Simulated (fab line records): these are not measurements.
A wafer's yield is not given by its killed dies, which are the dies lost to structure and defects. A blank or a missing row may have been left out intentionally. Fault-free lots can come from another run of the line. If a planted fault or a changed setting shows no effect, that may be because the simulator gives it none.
Shared-tool check ; flow sky130 ; Sample size 15 lots and 45 wafers

== REASON IT WAS OPENED ==
SKY_VIA4_RS_MEAS_19, reading VIA4_W_RS: flagged on 3 of 15 lots. Wafers without a fault read 0.2279 ohm/sq, standard deviation 0.0023.
Rule: a lot is flagged when every wafer of it that has a number lies more than 4 standard deviations from that mean, or none has a number. As for the other lots, they are considered sound.

lot;measured;on;VIA4_W_RS (ohm/sq), wafer by wafer;flag
L454;day 43 09:32;film metro-03;0.2314 0.2247 0.2295;
L455;day 43 20:48;film metro-04;0.2259 0.2268 0.2280;
L456;day 44 02:11;film metro-01;0.2274 0.2300 0.2276;
L458;day 44 11:00;film metro-03;0.2266 0.2260 0.2283;
L459;day 44 20:08;film metro-01;0.2271 0.2258 0.2272;
L461;day 45 04:44;film metro-01;0.2297 0.2306 0.2294;
L466;day 46 10:16;film metro-01;58.786 57.306 58.824;FLAGGED
L467;day 46 22:34;film metro-03;58.840 58.467 58.409;FLAGGED
L468;day 47 05:03;film metro-04;56.975 57.054 57.854;FLAGGED
L469;day 47 10:27;film metro-01;0.2303 0.2290 0.2262;
L472;day 47 18:39;film metro-03;0.2296 0.2328 0.2318;
L473;day 48 00:31;film metro-03;0.2272 0.2299 0.2283;
L474;day 48 12:14;film metro-01;0.2261 0.2239 0.2255;
L475;day 48 20:14;film metro-04;0.2288 0.2258 0.2258;
L476;day 49 02:17;film metro-03;0.2278 0.2294 0.2279;
The numbers of the flagged lots are 58.0572 ohm/sq on average: +57.8293 ohm/sq against the usual, or +99 or more standard deviations.

== TOOL THAT RAN EACH LOT ==
Before the reading, the record contains 2 process steps out of a 708-step route. Read each cell as the tool, then ch plus the chambers that the sampled wafers visited, then the start.
lot;flag;SKY_VIA4_STRIP_13;SKY_VIA4_CVD_18
L454;;plasma asher-01 ch 0,1, day 43 08:43;cvd w-01 ch 0,1, day 43 09:23
L455;;plasma asher-03 ch 0,1, day 43 19:59;cvd w-02 ch 0,1, day 43 20:39
L456;;plasma asher-03 ch 0,1, day 44 01:23;cvd w-01 ch 0,1, day 44 02:02
L458;;plasma asher-03 ch 0,1, day 44 10:11;cvd w-02 ch 0,1, day 44 10:50
L459;;plasma asher-04 ch 0,1, day 44 19:20;cvd w-02 ch 0, day 44 19:59
L461;;plasma asher-01 ch 0,1, day 45 03:53;cvd w-01 ch 0,1, day 45 04:35
L466;FLAGGED;plasma asher-01 ch 0,1, day 46 09:25;cvd w-02 ch 0,1, day 46 10:08
L467;FLAGGED;plasma asher-03 ch 0,1, day 46 21:44;cvd w-02 ch 0,1, day 46 22:23
L468;FLAGGED;plasma asher-04 ch 0,1, day 47 04:04;cvd w-01 ch 1, day 47 04:50
L469;;plasma asher-01 ch 0,1, day 47 09:38;cvd w-02 ch 0,1, day 47 10:18
L472;;plasma asher-01 ch 0,1, day 47 17:50;cvd w-01 ch 0,1, day 47 18:29
L473;;plasma asher-04 ch 0,1, day 47 23:17;cvd w-01 ch 0,1, day 48 00:22
L474;;plasma asher-01 ch 0,1, day 48 11:26;cvd w-02 ch 0,1, day 48 12:05
L475;;plasma asher-01 ch 0,1, day 48 18:47;cvd w-02 ch 0,1, day 48 20:04
L476;;plasma asher-03 ch 0,1, day 49 01:28;cvd w-02 ch 0,1, day 49 02:08
What these steps do:
- SKY_VIA4_STRIP_13: strips in O2/N2.
- SKY_VIA4_CVD_18: deposits W, target thk 505 nm, time 152.14 s.
- SKY_VIA4_RS_MEAS_19: measures by four-point-probe.

== FLAGGED AGAINST TOTAL, ONE TOOL AT A TIME (gauges that did the reading follow at the end) ==
step;tool;lots run;flagged;share of the flagged lots;sound lots run after its first flagged lot
SKY_VIA4_STRIP_13;plasma asher-01;7;1;some;4 (L469,L472,L474,L475)
SKY_VIA4_STRIP_13;plasma asher-03;5;1;some;1 (L476)
SKY_VIA4_STRIP_13;plasma asher-04;3;1;some;1 (L473)
SKY_VIA4_CVD_18;cvd w-01;6;1;some;2 (L472,L473)
SKY_VIA4_CVD_18;cvd w-02;9;2;some;4 (L469,L474,L475,L476)
SKY_VIA4_RS_MEAS_19;film metro-01;6;1;some;2 (L469,L474)
SKY_VIA4_RS_MEAS_19;film metro-03;6;1;some;3 (L472,L473,L476)
SKY_VIA4_RS_MEAS_19;film metro-04;3;1;some;1 (L475)

== WHAT THE TABLE PERMITS ==
No row of the table ran every flagged lot.

== WHAT THE SIMULATOR HAD INSERTED ==
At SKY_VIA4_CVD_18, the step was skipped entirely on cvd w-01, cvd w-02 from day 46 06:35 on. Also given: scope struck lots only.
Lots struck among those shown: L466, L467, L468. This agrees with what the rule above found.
